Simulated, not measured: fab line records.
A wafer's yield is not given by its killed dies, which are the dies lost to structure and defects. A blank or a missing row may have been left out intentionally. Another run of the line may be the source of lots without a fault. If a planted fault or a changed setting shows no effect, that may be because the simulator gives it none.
The tool behind it: which one? | flow gf180mcu | 6 lots, 18 wafers sampled, at 4 steps of a route of 602

## WHAT EACH GAUGE READ, for each wafer
GF_V4_THK_MEAS_01.
lot  | measured     | on            | V4_CVD_00_THK (nm)
L829 | day 24 03:45 | film metro-03 | 609 608 600
L832 | day 26 01:01 | film metro-02 | 595 598 586
L834 | day 26 06:35 | film metro-01 | 606 601 605
L837 | day 26 22:42 | film metro-01 | 600 596 598
L847 | day 30 00:32 | film metro-01 | 616 614 901 616 614 901
L851 | day 31 10:36 | film metro-01 | 600 601 602

## TOOL THAT RAN EACH LOT (tool first, then ch and the chambers of the sampled wafers, then the start)
lot  | GF_M4_SPUTTER_01             | GF_M4_METAL_ETCH_16               | GF_V4_CVD_00
L829 | pvd sputter-02, day 23 04:07 | rie metal-04 ch 0, day 24 02:56   | hdpcvd-01 ch 0,2, day 24 03:40
L832 | pvd sputter-02, day 25 03:07 | rie metal-01 ch 1, day 26 00:10   | hdpcvd-02 ch 0,1,2, day 26 00:57
L834 | pvd sputter-03, day 25 08:18 | rie metal-04 ch 0,1, day 26 05:53 | hdpcvd-01 ch 1,2, day 26 06:30
L837 | pvd sputter-03, day 26 00:59 | rie metal-04 ch 0,1, day 26 22:00 | hdpcvd-02 ch 1,2, day 26 22:37
L847 | pvd sputter-04, day 29 04:26 | rie metal-04 ch 0,1, day 29 23:47 | hdpcvd-01 ch 0,1, day 30 00:28
L851 | pvd sputter-03, day 30 15:41 | rie metal-04 ch 1, day 31 09:50   | hdpcvd-02 ch 0,1, day 31 10:31
- GF_M4_SPUTTER_01: material TiN, target thk 30 nm, time 25 s.
- GF_M4_METAL_ETCH_16: etches the open film in Cl2/BCl3, stops on SiO2, target depth 627.5 nm, time 104.6 s.
- GF_V4_CVD_00: deposits SiO2, target thk 600 nm, time 100 s.

## THE ANSWER, worked out from the rows above alone
Rule: what is usual is taken from the lots themselves. Put in order of their means at a reading, lots are off if they are a third of the lots or fewer, leave a main group of 4 or more, and stand apart from it by a gap of 3 or more times the standard deviation of the main group's means; of several such gaps the widest counts. The tables above print the reading to a certain number of digits; a main group whose means all agree to those digits is not used. Also off: a lot with no number at a reading for which 4 or more lots have one. Where the step has rows for the other lots, those lots are counted as sound.
Off: L847, seen at GF_V4_THK_MEAS_01 (V4_CVD_00_THK). Mean 600 nm and standard deviation 4.5 in the main group.
A tool fits if, at a process step before that reading, it ran every lot that is off, and no sound lot after the first of them. Those tools and the gauges at GF_V4_THK_MEAS_01 are tried in the same way. This does not decide it: 2 tools fit, namely pvd sputter-04 at GF_M4_SPUTTER_01 and hdpcvd-01 at GF_V4_CVD_00.

## WHAT THE SIMULATOR PUT IN
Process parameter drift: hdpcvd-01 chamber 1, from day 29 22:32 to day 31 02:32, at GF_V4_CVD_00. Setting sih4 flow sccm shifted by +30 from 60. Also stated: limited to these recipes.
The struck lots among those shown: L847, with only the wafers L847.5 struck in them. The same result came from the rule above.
